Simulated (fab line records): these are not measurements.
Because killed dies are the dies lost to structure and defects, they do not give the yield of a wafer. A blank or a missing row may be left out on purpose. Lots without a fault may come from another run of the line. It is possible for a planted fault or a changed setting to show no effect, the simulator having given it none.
Which tool is to blame? / flow sky130 / Sampling: 13 lots, 39 wafers, 5 of 708 route steps

WHAT THE GAUGES READ, wafer by wafer
SKY_VT_ADJUST_HVTR_CD_MEAS_07: target cd 380 nm.
lot=L669; measured=day 9 11:54; on=cd sem-02; cd nm (nm)=380.5 382.2 381.2
lot=L670; measured=day 9 20:37; on=cd sem-02; cd nm (nm)=381.2 382.1 381.2
lot=L671; measured=day 10 01:11; on=cd sem-01; cd nm (nm)=382.5 378.2 382.3
lot=L672; measured=day 10 05:02; on=cd sem-01; cd nm (nm)=378.9 378.7 379.0
lot=L674; measured=day 10 23:41; on=cd sem-01; cd nm (nm)=384.3 383.7 385.2
lot=L675; measured=day 11 04:40; on=cd sem-01; cd nm (nm)=382.7 384.8 385.3
lot=L677; measured=day 11 21:11; on=cd sem-02; cd nm (nm)=382.4 384.0 382.4
lot=L683; measured=day 13 15:52; on=cd sem-01; cd nm (nm)=380.4 379.6 378.9
lot=L684; measured=day 14 02:05; on=cd sem-02; cd nm (nm)=379.7 380.8 378.8
lot=L689; measured=day 15 09:20; on=cd sem-01; cd nm (nm)=380.5 382.4 380.3
lot=L690; measured=day 15 19:07; on=cd sem-01; cd nm (nm)=383.3 381.8 381.6
lot=L691; measured=day 16 06:30; on=cd sem-01; cd nm (nm)=376.9 379.5 376.0
lot=L692; measured=day 16 10:35; on=cd sem-02; cd nm (nm)=380.5 379.5 377.8

SKY_GATE_OXIDE_THK_MEAS_02.
lot=L669; measured=day 12 21:30; on=film metro-04; GATE_OXIDE_OXIDATION_00_THK (nm)=10.44 10.50 10.49
lot=L670; measured=day 13 05:02; on=film metro-04; GATE_OXIDE_OXIDATION_00_THK (nm)=10.44 10.38 10.44
lot=L671; measured=day 13 10:17; on=film metro-03; GATE_OXIDE_OXIDATION_00_THK (nm)=10.51 10.55 10.63
lot=L672; measured=day 13 13:35; on=film metro-04; GATE_OXIDE_OXIDATION_00_THK (nm)=9.94 9.98 9.98
lot=L674; measured=day 14 08:56; on=film metro-03; GATE_OXIDE_OXIDATION_00_THK (nm)=10.28 10.16 10.18
lot=L675; measured=day 14 14:08; on=film metro-03; GATE_OXIDE_OXIDATION_00_THK (nm)=10.37 10.41 10.39
lot=L677; measured=day 15 12:20; on=film metro-02; GATE_OXIDE_OXIDATION_00_THK (nm)=10.63 10.42 10.61
lot=L683; measured=day 17 12:43; on=film metro-04; GATE_OXIDE_OXIDATION_00_THK (nm)=10.17 9.99 9.96
lot=L684; measured=day 18 00:28; on=film metro-04; GATE_OXIDE_OXIDATION_00_THK (nm)=10.29 10.35 10.33
lot=L689; measured=day 19 07:56; on=film metro-03; GATE_OXIDE_OXIDATION_00_THK (nm)=10.26 10.27 10.28
lot=L690; measured=day 19 20:26; on=film metro-03; GATE_OXIDE_OXIDATION_00_THK (nm)=10.23 10.13 10.45
lot=L691; measured=day 20 08:37; on=film metro-02; GATE_OXIDE_OXIDATION_00_THK (nm)=10.40 10.42 10.37
lot=L692; measured=day 20 12:21; on=film metro-03; GATE_OXIDE_OXIDATION_00_THK (nm)=10.49 10.48 10.52

SKY_GATE_OXIDE_TW_MEAS_14.
lot=L669; measured=day 13 23:26; on=film metro-03; GATE_OXIDE_TW=227.3 226.7 226.6
lot=L670; measured=day 14 07:40; on=film metro-03; GATE_OXIDE_TW=225.0 225.4 226.0
lot=L671; measured=day 14 12:29; on=film metro-04; GATE_OXIDE_TW=223.2 223.2 221.2
lot=L672; measured=day 14 16:05; on=film metro-02; GATE_OXIDE_TW=224.1 224.2 223.9
lot=L674; measured=day 15 12:23; on=film metro-03; GATE_OXIDE_TW=224.3 223.1 223.6
lot=L675; measured=day 15 17:30; on=film metro-03; GATE_OXIDE_TW=223.6 225.2 225.0
lot=L677; measured=day 16 16:15; on=film metro-03; GATE_OXIDE_TW=227.7 226.6 227.7
lot=L683; measured=day 18 18:25; on=film metro-02; GATE_OXIDE_TW=259.1 259.1 259.9
lot=L684; measured=day 19 06:53; on=film metro-04; GATE_OXIDE_TW=259.1 257.3 255.8
lot=L689; measured=day 20 14:49; on=film metro-03; GATE_OXIDE_TW=226.0 226.3 227.1
lot=L690; measured=day 21 03:19; on=film metro-04; GATE_OXIDE_TW=221.5 220.7 221.5
lot=L691; measured=day 21 15:55; on=film metro-04; GATE_OXIDE_TW=220.5 222.5 221.5
lot=L692; measured=day 21 19:44; on=film metro-02; GATE_OXIDE_TW=224.5 224.6 225.0

SKY_POLY_GATE_CD_MEAS_13: target cd 150 nm.
lot=L669; measured=day 16 13:03; on=cd sem-01; cd nm (nm)=151.7 150.2 150.0
lot=L670; measured=day 16 21:01; on=cd sem-02; cd nm (nm)=149.2 148.4 149.3
lot=L671; measured=day 17 00:50; on=cd sem-02; cd nm (nm)=150.0 151.9 150.4
lot=L672; measured=day 17 06:42; on=cd sem-02; cd nm (nm)=150.4 150.8 148.8
lot=L674; measured=day 18 02:34; on=cd sem-01; cd nm (nm)=150.5 151.3 150.4
lot=L675; measured=day 18 08:55; on=cd sem-02; cd nm (nm)=148.2 149.7 148.8
lot=L677; measured=day 19 08:28; on=cd sem-02; cd nm (nm)=151.6 151.4 151.3
lot=L683; measured=day 21 14:37; on=cd sem-02; cd nm (nm)=148.0 148.4 148.8
lot=L684; measured=day 22 03:41; on=cd sem-02; cd nm (nm)=149.8 149.9 149.9
lot=L689; measured=day 23 08:58; on=cd sem-02; cd nm (nm)=149.9 150.6 150.5
lot=L690; measured=day 23 21:04; on=cd sem-02; cd nm (nm)=153.3 152.5 150.8
lot=L691; measured=day 24 10:14; on=cd sem-02; cd nm (nm)=150.3 151.3 150.9
lot=L692; measured=day 24 16:17; on=cd sem-02; cd nm (nm)=148.2 148.0 148.4

EACH LOT AND THE TOOL THAT RAN IT (in order: tool; ch and the chambers of the sampled wafers; start)
lot=L669; SKY_GATE_OXIDE_IMPLANT_11=implanter-04 ch 0, day 13 23:05
lot=L670; SKY_GATE_OXIDE_IMPLANT_11=implanter-04 ch 0, day 14 07:19
lot=L671; SKY_GATE_OXIDE_IMPLANT_11=implanter-04 ch 0, day 14 12:08
lot=L672; SKY_GATE_OXIDE_IMPLANT_11=implanter-02 ch 0, day 14 15:44
lot=L674; SKY_GATE_OXIDE_IMPLANT_11=implanter-02 ch 0, day 15 12:04
lot=L675; SKY_GATE_OXIDE_IMPLANT_11=implanter-02 ch 0, day 15 17:08
lot=L677; SKY_GATE_OXIDE_IMPLANT_11=implanter-03 ch 0, day 16 15:53
lot=L683; SKY_GATE_OXIDE_IMPLANT_11=implanter-04 ch 0, day 18 18:04
lot=L684; SKY_GATE_OXIDE_IMPLANT_11=implanter-04 ch 0, day 19 06:32
lot=L689; SKY_GATE_OXIDE_IMPLANT_11=implanter-02 ch 0, day 20 14:28
lot=L690; SKY_GATE_OXIDE_IMPLANT_11=implanter-03 ch 0, day 21 02:58
lot=L691; SKY_GATE_OXIDE_IMPLANT_11=implanter-03 ch 0, day 21 15:34
lot=L692; SKY_GATE_OXIDE_IMPLANT_11=implanter-04 ch 0, day 21 19:23
- SKY_GATE_OXIDE_IMPLANT_11

AS READ BY THE TOOLS THEMSELVES (means over the sampled wafers that have a number; for cases with no such wafer, the mark the record gives instead)
SKY_GATE_OXIDE_IMPLANT_11.
lot=L669; tool=implanter-04; beam energy keV=10.003; dose ions cm2=2.5990e+12; faraday current uA=14.41
lot=L670; tool=implanter-04; beam energy keV=10.000; dose ions cm2=2.5988e+12; faraday current uA=14.73
lot=L671; tool=implanter-04; beam energy keV=9.996; dose ions cm2=2.5988e+12; faraday current uA=14.78
lot=L672; tool=implanter-02; beam energy keV=10.004; dose ions cm2=2.5991e+12; faraday current uA=14.56
lot=L674; tool=implanter-02; beam energy keV=9.994; dose ions cm2=2.6005e+12; faraday current uA=14.72
lot=L675; tool=implanter-02; beam energy keV=10.003; dose ions cm2=2.6011e+12; faraday current uA=14.90
lot=L677; tool=implanter-03; beam energy keV=9.998; dose ions cm2=2.5991e+12; faraday current uA=14.48
lot=L683; tool=implanter-04; beam energy keV=10.001; dose ions cm2=4.2837e+12; faraday current uA=24.11
lot=L684; tool=implanter-04; beam energy keV=9.998; dose ions cm2=4.2878e+12; faraday current uA=23.90
lot=L689; tool=implanter-02; beam energy keV=10.002; dose ions cm2=2.5969e+12; faraday current uA=14.70
lot=L690; tool=implanter-03; beam energy keV=9.995; dose ions cm2=2.6002e+12; faraday current uA=14.86
lot=L691; tool=implanter-03; beam energy keV=10.003; dose ions cm2=2.5981e+12; faraday current uA=14.86
lot=L692; tool=implanter-04; beam energy keV=9.999; dose ions cm2=2.6002e+12; faraday current uA=14.42

THE ANSWER, worked out from the rows above alone
Rule: the lots themselves supply what counts as usual. Put in order of their means at a reading, lots are off if they are a third of the lots or fewer, leave a main group of 4 or more, and stand apart from it by a gap of 3 or more times the standard deviation of the main group's means; of several such gaps the widest counts. If all means in a main group match to the digits the tables above print for the reading, that group is not used. A lot without any number at a reading at which 4 lots or more have one is off too. Where the step has rows for the other lots, those lots are counted as sound. Order of review: gauges by route order, followed by the tools' own readings, for which a lot's mean as printed above is used. At the first step where some lot is off, the reading lying furthest off is the one used; lots without a number count as furthest.
Off: L683, L684, at SKY_GATE_OXIDE_TW_MEAS_14 (GATE_OXIDE_TW). Main group: mean 224.4, sd 2.
A tool fits if, at a process step before that reading, it ran every lot that is off, and no sound lot after the first of them. The gauges at SKY_GATE_OXIDE_TW_MEAS_14 aren't tried: what is off there is off at SKY_GATE_OXIDE_IMPLANT_11 too, on other tools, and a gauge's error can't cause that. Not one of the candidates tried fits.

WHAT HAD BEEN PUT IN BY THE SIMULATOR
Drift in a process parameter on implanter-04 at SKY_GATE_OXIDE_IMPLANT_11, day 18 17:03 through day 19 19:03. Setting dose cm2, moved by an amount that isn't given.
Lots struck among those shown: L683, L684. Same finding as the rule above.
